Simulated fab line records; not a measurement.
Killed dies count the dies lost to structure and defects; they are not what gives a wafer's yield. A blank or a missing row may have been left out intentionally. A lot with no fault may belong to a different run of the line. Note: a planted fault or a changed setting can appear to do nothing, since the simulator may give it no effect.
fab line records :: flow sky130
record:
  lots: 6
  wafers: 18
  last_day: 50
route steps=708 shown PWDE@50 NWELL@56
lots untouched by any fault: they come from a run of this same line in which no faults occurred
start_h: start of the lot's first displayed wafer, in hours after the record's first day :: wait_h: hours since the lot's step before :: " identical to the entry in the row above :: L1.1+2: one row covering several wafers at once :: - either no value or no given start :: * or withheld: withheld :: < > ~ a bound
route shown NAME@n: names a module that has steps shown in the file, with the first one's number in the route :: usual: mean and standard deviation over wafers with no fault :: same: alike in all rows :: chamber/n: place in a boat :: sites: readings site by site :: _std_site: the standard deviation of these :: _edge_site: the outer-site mean with the inner-site mean subtracted :: radius_mm: for every site, how far away it sits from the centre of the wafer :: mask NAME#n: copy n :: behind: the tool/chamber that last shaped the wafer :: hold: the reason the lot was held/the length of the hold in hours/how it ended :: device: which transistor (n, p or np) failed to switch :: end of line: the route-end tests of the same wafers :: step lacking rows: just its recipe :: killed: dies lost to structure and defects at the first sort, not the wafer's yield :: map: dies across one wafer; x = killed, . = not, _ = none there
set.NAME: the setting as run; set.NAME@STEP: as run at that earlier step :: model.NAME: the simulator's own value behind a step, which no gauge read
lots seen at some steps along the route; tables by step, rows by wafer
services: from which hour (start_h, from the record's first day; less than 0 if before it) a tool's chamber was out of use, for how many hours, and why
== steps ==
step: SKY_PWDE_PEB_05
recipe:
  temp_c: 115
  time_s: withheld
step: SKY_PWDE_DEVELOP_06
recipe:
  wall_angle_deg: 90
  developer: TMAH
  develop_time_s: 60
  dev_temp_c: 23
step: SKY_PWDE_OVL_MEAS_07
usual:
  PWDE_OVL: 0.3/1.2
lot.wafer: L547.1
tool: overlay-02
chamber: -
start_h: 119.61
wait_h: -
PWDE_OVL[nm]: 0.3

lot.wafer: L547.2
tool: overlay-02
chamber: -
start_h: 119.61
wait_h: -
PWDE_OVL[nm]: 1.9

lot.wafer: L547.6
tool: overlay-02
chamber: -
start_h: 119.61
wait_h: -
PWDE_OVL[nm]: 1.2

lot.wafer: L548.1
tool: overlay-01
chamber: -
start_h: 128.60
wait_h: -
PWDE_OVL[nm]: -1.0

lot.wafer: L548.4
tool: overlay-01
chamber: -
start_h: 128.60
wait_h: -
PWDE_OVL[nm]: -0.7

lot.wafer: L548.5
tool: overlay-01
chamber: -
start_h: 128.60
wait_h: -
PWDE_OVL[nm]: -0.7

lot.wafer: L552.1
tool: overlay-02
chamber: -
start_h: 148.01
wait_h: -
PWDE_OVL[nm]: -1.3

lot.wafer: L552.4
tool: overlay-02
chamber: -
start_h: 148.01
wait_h: -
PWDE_OVL[nm]: -1.4

lot.wafer: L552.5
tool: overlay-02
chamber: -
start_h: 148.01
wait_h: -
PWDE_OVL[nm]: -0.3

lot.wafer: L558.1
tool: overlay-02
chamber: -
start_h: 180.16
wait_h: -
PWDE_OVL[nm]: 0.7

lot.wafer: L558.2
tool: overlay-02
chamber: -
start_h: 180.16
wait_h: -
PWDE_OVL[nm]: -1.4

lot.wafer: L558.6
tool: overlay-02
chamber: -
start_h: 180.16
wait_h: -
PWDE_OVL[nm]: 0.7

lot.wafer: L559.3
tool: overlay-02
chamber: -
start_h: 185.48
wait_h: -
PWDE_OVL[nm]: 0.1

lot.wafer: L559.4
tool: overlay-02
chamber: -
start_h: 185.48
wait_h: -
PWDE_OVL[nm]: -0.7

lot.wafer: L559.6
tool: overlay-02
chamber: -
start_h: 185.48
wait_h: -
PWDE_OVL[nm]: -1.0

lot.wafer: L560.1
tool: overlay-01
chamber: -
start_h: 201.41
wait_h: -
PWDE_OVL[nm]: 0.5

lot.wafer: L560.3
tool: overlay-01
chamber: -
start_h: 201.41
wait_h: -
PWDE_OVL[nm]: 1.1

lot.wafer: L560.4
tool: overlay-01
chamber: -
start_h: 201.41
wait_h: -
PWDE_OVL[nm]: 1.4
step: SKY_PWDE_IMPLANT_08
recipe:
  species: B
  energy_kev: 150
  dose_cm2: 3.6e+12
  tilt_deg: withheld
step: SKY_PWDE_STRIP_09
recipe:
  chemistry: O2/N2
  power_w: 1400
  pressure_mtorr: 1500
  platen_temp_c: withheld
  o2_flow_sccm: 3000
  n2_flow_sccm: 300
  overash_fraction: 0.5
usual:
  drypump_motor_current_A: 5.6/0.5
  n2_flow_sccm: 299.8/1
  oes_product_au: 0.723/0.0043
  strip_time_to_endpoint_s: 36.98/0.11
lot.wafer: L547.1
tool: plasma_asher-01
chamber: 1
start_h: 119.80
wait_h: 0.1
drypump_motor_current_A: 6.7
n2_flow_sccm: 300.5
oes_product_au: 0.725
rf_hours_counter_h: 31
strip_time_to_endpoint_s: 36.77

lot.wafer: L547.2
tool: plasma_asher-01
chamber: 0
start_h: 119.80
wait_h: 0.1
drypump_motor_current_A: 5.8
n2_flow_sccm: 299.9
oes_product_au: 0.726
rf_hours_counter_h: 31
strip_time_to_endpoint_s: 36.78

lot.wafer: L547.6
tool: plasma_asher-01
chamber: 0
start_h: 119.80
wait_h: 0.1
drypump_motor_current_A: 5.8
n2_flow_sccm: 299.7
oes_product_au: 0.722
rf_hours_counter_h: -
strip_time_to_endpoint_s: 36.88

lot.wafer: L548.1
tool: plasma_asher-03
chamber: 0
start_h: 128.78
wait_h: 0.1
drypump_motor_current_A: 5.2
n2_flow_sccm: 299.0
oes_product_au: 0.728
rf_hours_counter_h: 44
strip_time_to_endpoint_s: 37.01

lot.wafer: L548.4
tool: plasma_asher-03
chamber: 1
start_h: 128.78
wait_h: 0.1
drypump_motor_current_A: 5.3
n2_flow_sccm: 297.5
oes_product_au: 0.719
rf_hours_counter_h: -
strip_time_to_endpoint_s: 37.06

lot.wafer: L548.5
tool: plasma_asher-03
chamber: 1
start_h: 128.78
wait_h: 0.1
drypump_motor_current_A: 5.3
n2_flow_sccm: 299.1
oes_product_au: 0.721
rf_hours_counter_h: -
strip_time_to_endpoint_s: 37.07

lot.wafer: L552.1
tool: plasma_asher-01
chamber: 0
start_h: 148.20
wait_h: 0.1
drypump_motor_current_A: 5.8
n2_flow_sccm: 299.6
oes_product_au: 0.725
rf_hours_counter_h: 34
strip_time_to_endpoint_s: 36.89

lot.wafer: L552.4
tool: plasma_asher-01
chamber: 0
start_h: 148.20
wait_h: 0.1
drypump_motor_current_A: 5.8
n2_flow_sccm: 300.2
oes_product_au: 0.726
rf_hours_counter_h: -
strip_time_to_endpoint_s: 36.92

lot.wafer: L552.5
tool: plasma_asher-01
chamber: 1
start_h: 148.20
wait_h: 0.1
drypump_motor_current_A: 6.7
n2_flow_sccm: 299.3
oes_product_au: 0.721
rf_hours_counter_h: -
strip_time_to_endpoint_s: 36.99

lot.wafer: L558.1
tool: plasma_asher-01
chamber: 0
start_h: 180.35
wait_h: 0.1
drypump_motor_current_A: 5.8
n2_flow_sccm: 299.5
oes_product_au: 0.721
rf_hours_counter_h: 37
strip_time_to_endpoint_s: 37.04

lot.wafer: L558.2
tool: plasma_asher-01
chamber: 1
start_h: 180.35
wait_h: 0.1
drypump_motor_current_A: 6.7
n2_flow_sccm: 298.4
oes_product_au: 0.727
rf_hours_counter_h: 37
strip_time_to_endpoint_s: 36.94

lot.wafer: L558.6
tool: plasma_asher-01
chamber: 0
start_h: 180.35
wait_h: 0.1
drypump_motor_current_A: 5.8
n2_flow_sccm: 300.2
oes_product_au: 0.725
rf_hours_counter_h: -
strip_time_to_endpoint_s: 37.13

lot.wafer: L559.3
tool: plasma_asher-01
chamber: 1
start_h: 185.68
wait_h: 0.1
drypump_motor_current_A: 6.7
n2_flow_sccm: 299.4
oes_product_au: 0.720
rf_hours_counter_h: -
strip_time_to_endpoint_s: 36.96

lot.wafer: L559.4
tool: plasma_asher-01
chamber: 0
start_h: 185.68
wait_h: 0.1
drypump_motor_current_A: 5.8
n2_flow_sccm: 300.2
oes_product_au: 0.719
rf_hours_counter_h: -
strip_time_to_endpoint_s: 37.17

lot.wafer: L559.6
tool: plasma_asher-01
chamber: 1
start_h: 185.68
wait_h: 0.1
drypump_motor_current_A: 6.7
n2_flow_sccm: 299.1
oes_product_au: 0.722
rf_hours_counter_h: -
strip_time_to_endpoint_s: 36.91

lot.wafer: L560.1
tool: plasma_asher-04
chamber: 1
start_h: 201.60
wait_h: 0.1
drypump_motor_current_A: 5.9
n2_flow_sccm: 300.9
oes_product_au: 0.719
rf_hours_counter_h: 50
strip_time_to_endpoint_s: 36.90

lot.wafer: L560.3
tool: plasma_asher-04
chamber: 0
start_h: 201.60
wait_h: 0.1
drypump_motor_current_A: 5.2
n2_flow_sccm: 299.8
oes_product_au: 0.721
rf_hours_counter_h: -
strip_time_to_endpoint_s: 36.72

lot.wafer: L560.4
tool: plasma_asher-04
chamber: 1
start_h: 201.60
wait_h: 0.1
drypump_motor_current_A: 5.9
n2_flow_sccm: 300.9
oes_product_au: 0.722
rf_hours_counter_h: -
strip_time_to_endpoint_s: 36.75
step: SKY_PWDE_TW_MEAS_10
usual:
  PWDE_TW: 379/4.6
lot.wafer: L547.1
tool: film_metro-01
chamber: -
start_h: 119.90
wait_h: 0.1
PWDE_TW: 384

lot.wafer: L547.2
tool: film_metro-01
chamber: -
start_h: 119.90
wait_h: 0.1
PWDE_TW: 384

lot.wafer: L547.6
tool: film_metro-01
chamber: -
start_h: 119.90
wait_h: 0.1
PWDE_TW: 385

lot.wafer: L548.1
tool: film_metro-02
chamber: -
start_h: 128.88
wait_h: 0.1
PWDE_TW: 373

lot.wafer: L548.4
tool: film_metro-02
chamber: -
start_h: 128.88
wait_h: 0.1
PWDE_TW: 373

lot.wafer: L548.5
tool: film_metro-02
chamber: -
start_h: 128.88
wait_h: 0.1
PWDE_TW: 372

lot.wafer: L552.1
tool: film_metro-03
chamber: -
start_h: 148.30
wait_h: 0.1
PWDE_TW: 373

lot.wafer: L552.4
tool: film_metro-03
chamber: -
start_h: 148.30
wait_h: 0.1
PWDE_TW: 377

lot.wafer: L552.5
tool: film_metro-03
chamber: -
start_h: 148.30
wait_h: 0.1
PWDE_TW: 377

lot.wafer: L558.1
tool: film_metro-01
chamber: -
start_h: 180.45
wait_h: 0.1
PWDE_TW: 384

lot.wafer: L558.2
tool: film_metro-01
chamber: -
start_h: 180.45
wait_h: 0.1
PWDE_TW: 384

lot.wafer: L558.6
tool: film_metro-01
chamber: -
start_h: 180.45
wait_h: 0.1
PWDE_TW: 383

lot.wafer: L559.3
tool: film_metro-02
chamber: -
start_h: 185.78
wait_h: 0.1
PWDE_TW: 376

lot.wafer: L559.4
tool: film_metro-02
chamber: -
start_h: 185.78
wait_h: 0.1
PWDE_TW: 374

lot.wafer: L559.6
tool: film_metro-02
chamber: -
start_h: 185.78
wait_h: 0.1
PWDE_TW: 374

lot.wafer: L560.1
tool: film_metro-02
chamber: -
start_h: 201.70
wait_h: 0.1
PWDE_TW: 378

lot.wafer: L560.3
tool: film_metro-02
chamber: -
start_h: 201.70
wait_h: 0.1
PWDE_TW: 378

lot.wafer: L560.4
tool: film_metro-02
chamber: -
start_h: 201.70
wait_h: 0.1
PWDE_TW: 377
step: SKY_NWELL_DEHYDRATE_03
recipe:
  temp_c: 200
  time_s: 60
step: SKY_NWELL_HMDS_04
recipe:
  prime_time_s: 60
  prime_temp_c: 120
step: SKY_NWELL_COAT_05
recipe:
  spin_rpm: 2000
  resist_thk_nm: 3000
step: SKY_NWELL_SOFTBAKE_06
recipe:
  temp_c: 110
  time_s: withheld
step: SKY_NWELL_EXPOSE_07
recipe:
  mask_id: NWM
  na: 0.6
  source_shape: conventional
  sigma_outer: 0.6
  polarization: unpolarized
  target_cd_nm: 840
  dose_mj: 255
step: SKY_NWELL_PEB_08
recipe:
  temp_c: 115
  time_s: withheld
step: SKY_NWELL_DEVELOP_09
recipe:
  wall_angle_deg: 90
  developer: TMAH
  develop_time_s: 60
  dev_temp_c: 23
usual:
  chill_plate_temp_C: 22.98/0.099
  develop_time_s: 60/0
lot.wafer: L547.1
tool: litho_track-02
chamber: -
start_h: 138
wait_h: -
chill_plate_temp_C: -
develop_time_s: -

lot.wafer: L547.2
tool: litho_track-02
chamber: -
start_h: 138
wait_h: -
chill_plate_temp_C: -
develop_time_s: -

lot.wafer: L547.6
tool: litho_track-02
chamber: -
start_h: 138
wait_h: -
chill_plate_temp_C: -
develop_time_s: -

lot.wafer: L548.1
tool: litho_track-01
chamber: -
start_h: 147
wait_h: -
chill_plate_temp_C: -
develop_time_s: -

lot.wafer: L548.4
tool: litho_track-01
chamber: -
start_h: 147
wait_h: -
chill_plate_temp_C: -
develop_time_s: -

lot.wafer: L548.5
tool: litho_track-01
chamber: -
start_h: 147
wait_h: -
chill_plate_temp_C: -
develop_time_s: -

lot.wafer: L552.1
tool: litho_track-01
chamber: 0
start_h: 167
wait_h: -
chill_plate_temp_C: 23.00
develop_time_s: 60

lot.wafer: L552.4
tool: litho_track-01
chamber: 0
start_h: 167
wait_h: -
chill_plate_temp_C: 22.96
develop_time_s: 60

lot.wafer: L552.5
tool: litho_track-01
chamber: 0
start_h: 167
wait_h: -
chill_plate_temp_C: 22.99
develop_time_s: 60

lot.wafer: L558.1
tool: litho_track-04
chamber: 0
start_h: 201
wait_h: -
chill_plate_temp_C: 23.10
develop_time_s: 60

lot.wafer: L558.2
tool: litho_track-04
chamber: 0
start_h: 201
wait_h: -
chill_plate_temp_C: 22.99
develop_time_s: 60

lot.wafer: L558.6
tool: litho_track-04
chamber: 0
start_h: 201
wait_h: -
chill_plate_temp_C: 23.16
develop_time_s: 60

lot.wafer: L559.3
tool: litho_track-01
chamber: 0
start_h: 206
wait_h: -
chill_plate_temp_C: 22.86
develop_time_s: 60

lot.wafer: L559.4
tool: litho_track-01
chamber: 0
start_h: 206
wait_h: -
chill_plate_temp_C: 23.09
develop_time_s: 60

lot.wafer: L559.6
tool: litho_track-01
chamber: 0
start_h: 206
wait_h: -
chill_plate_temp_C: 22.86
develop_time_s: 60

lot.wafer: L560.1
tool: litho_track-02
chamber: 0
start_h: 223
wait_h: -
chill_plate_temp_C: 22.98
develop_time_s: 60

lot.wafer: L560.3
tool: litho_track-02
chamber: 0
start_h: 223
wait_h: -
chill_plate_temp_C: 22.91
develop_time_s: 60

lot.wafer: L560.4
tool: litho_track-02
chamber: 0
start_h: 223
wait_h: -
chill_plate_temp_C: 22.98
develop_time_s: 60
step: SKY_NWELL_OVL_MEAS_10
usual:
  NWELL_00_OVL: 0.7/1.2
lot.wafer: L547.1
tool: overlay-01
chamber: -
start_h: 138.52
wait_h: -
NWELL_00_OVL[nm]: -

lot.wafer: L547.2
tool: overlay-01
chamber: -
start_h: 138.52
wait_h: -
NWELL_00_OVL[nm]: -

lot.wafer: L547.6
tool: overlay-01
chamber: -
start_h: 138.52
wait_h: -
NWELL_00_OVL[nm]: -

lot.wafer: L548.1
tool: overlay-01
chamber: -
start_h: 147.59
wait_h: -
NWELL_00_OVL[nm]: -

lot.wafer: L548.4
tool: overlay-01
chamber: -
start_h: 147.59
wait_h: -
NWELL_00_OVL[nm]: -

lot.wafer: L548.5
tool: overlay-01
chamber: -
start_h: 147.59
wait_h: -
NWELL_00_OVL[nm]: -

lot.wafer: L552.1
tool: overlay-01
chamber: -
start_h: 167.74
wait_h: -
NWELL_00_OVL[nm]: 3.4

lot.wafer: L552.4
tool: overlay-01
chamber: -
start_h: 167.74
wait_h: -
NWELL_00_OVL[nm]: 0.5

lot.wafer: L552.5
tool: overlay-01
chamber: -
start_h: 167.74
wait_h: -
NWELL_00_OVL[nm]: 0.0

lot.wafer: L558.1
tool: overlay-02
chamber: -
start_h: 201.19
wait_h: -
NWELL_00_OVL[nm]: 0.1

lot.wafer: L558.2
tool: overlay-02
chamber: -
start_h: 201.19
wait_h: -
NWELL_00_OVL[nm]: 1.8

lot.wafer: L558.6
tool: overlay-02
chamber: -
start_h: 201.19
wait_h: -
NWELL_00_OVL[nm]: 0.2

lot.wafer: L559.3
tool: overlay-02
chamber: -
start_h: 206.66
wait_h: -
NWELL_00_OVL[nm]: 0.0

lot.wafer: L559.4
tool: overlay-02
chamber: -
start_h: 206.66
wait_h: -
NWELL_00_OVL[nm]: 0.2

lot.wafer: L559.6
tool: overlay-02
chamber: -
start_h: 206.66
wait_h: -
NWELL_00_OVL[nm]: 0.4

lot.wafer: L560.1
tool: overlay-02
chamber: -
start_h: 223.57
wait_h: -
NWELL_00_OVL[nm]: -0.6

lot.wafer: L560.3
tool: overlay-02
chamber: -
start_h: 223.57
wait_h: -
NWELL_00_OVL[nm]: -0.9

lot.wafer: L560.4
tool: overlay-02
chamber: -
start_h: 223.57
wait_h: -
NWELL_00_OVL[nm]: -0.6
== services ==
tool: plasma_asher-04
chamber: -
start_h: 119.11
hours: 3.1
kind: repair

tool: plasma_asher-03
chamber: -
start_h: 129.11
hours: 7.5
kind: repair

tool: plasma_asher-03
chamber: -
start_h: 129.39
hours: 0.3
kind: repair

tool: plasma_asher-03
chamber: -
start_h: 130.32
hours: 1.3
kind: repair

tool: plasma_asher-01
chamber: -
start_h: 206.10
hours: 2.0
kind: repair

tool: plasma_asher-01
chamber: -
start_h: 222.45
hours: 2.2
kind: repair
== key ==
first_sign:
  step: SKY_NWELL_DEVELOP_09
  reading: tool_record
  direction: missing
effect none on later readings
met_at SKY_NWELL_DEVELOP_09
struck_wafers L547.1,L547.2,L547.6,L548.1,L548.4,L548.5
sort_left_out L547.1,L547.2,L547.6,L548.1,L548.4,L548.5
tester_left_out L547,L548
fault:
  kind: skipped_step_whole
  tool: litho_track-01,litho_track-02
  chamber: -
  onset_h: 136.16
  steps: SKY_NWELL_DEVELOP_09
  scope: struck_lots_only
tester_left_out: of these lots the tester's yield and bins aren't shown, on N5 and GAA mostly nor the transistor test; their killed dies are dies lost to structure and defects alone, not to doping, threshold or leakage, so they don't give the yield
sort_left_out: the simulated sort isn't trusted on such a fault, so these wafers' sort isn't shown, and their yield isn't known
